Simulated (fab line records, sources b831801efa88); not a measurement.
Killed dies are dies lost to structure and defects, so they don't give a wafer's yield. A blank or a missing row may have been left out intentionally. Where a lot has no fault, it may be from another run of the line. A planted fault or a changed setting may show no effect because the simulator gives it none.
2 desks looking at one fault | flow gf180mcu | what lay behind the numbers comes last; until then each desk has only its own

DESK OF THE TOOL OWNER: plasmaAsher-02
The tool's own readings at GF_M3_STRIP_17 (strips in O2/N2): means of the sampled wafers that have a number, for each lot that ran on this tool. The brackets show how far a lot's mean lies from the usual mean; more than 4 standard deviations puts the lot out of limits, marked OUT.
Columns: A = drypumpMotorCurrentA at GF_M3_STRIP_17, usual 5.8 A; B = heaterPowerW at GF_M3_STRIP_17, usual 338 W; C = oesProductAu at GF_M3_STRIP_17, usual 0.558 a.u.; D = stripTimeToEndpointS at GF_M3_STRIP_17, usual 7.87 s
lot  | first seen here | A   | B   | C     | D
L379 | day 24 03:23    | 6.1 | 364 | 0.558 | 7.91
L383 | day 25 06:43    | 6.1 | 366 | 0.558 | 7.85
L384 | day 25 15:04    | 6.0 | 353 | 0.552 | 7.82
L392 | day 28 01:31    | 6.0 | 348 | 0.563 | 7.88
L393 | day 28 04:04    | 6.0 | 350 | 0.559 | 7.90
L394 | day 28 14:02    | 6.1 | 348 | 0.557 | 7.82
L395 | day 28 20:08    | 6.1 | 372 | 0.553 | 7.88
This desk's finding: nothing out of limits on any of the 7 lots.

THE METROLOGY DESK
Lot by lot, what the gauges showed, no matter which tool ran the lot: averages of those sampled wafers that carry a number. The brackets show how far a lot's mean lies from the usual mean; more than 4 standard deviations puts the lot out of limits, marked OUT.
Columns: A = PASSIVATION_BOW at GF_PASSIVATION_BOW_MEAS_14, usual 135 um
lot  | first seen here | A
L374 | day 29 14:50    | 114
L376 | day 30 06:17    | 138
L379 | day 31 07:43    | 149
L383 | day 32 05:30    | 139
L384 | day 32 13:33    | 137
L389 | day 33 17:37    | 139
L391 | day 34 05:17    | 133
L392 | day 34 10:39    | 147
L393 | day 34 12:04    | 146
L394 | day 34 20:38    | 142
L395 | day 35 01:45    | 146
L396 | day 35 08:51    | 119
This desk's finding: nothing out of limits on any of the 12 lots.

TAKEN TOGETHER
The desk of the tool owner found nothing out of limits.
From the metrology desk's view, nothing was out of limits.

WHAT WAS PUT IN BY THE SIMULATOR
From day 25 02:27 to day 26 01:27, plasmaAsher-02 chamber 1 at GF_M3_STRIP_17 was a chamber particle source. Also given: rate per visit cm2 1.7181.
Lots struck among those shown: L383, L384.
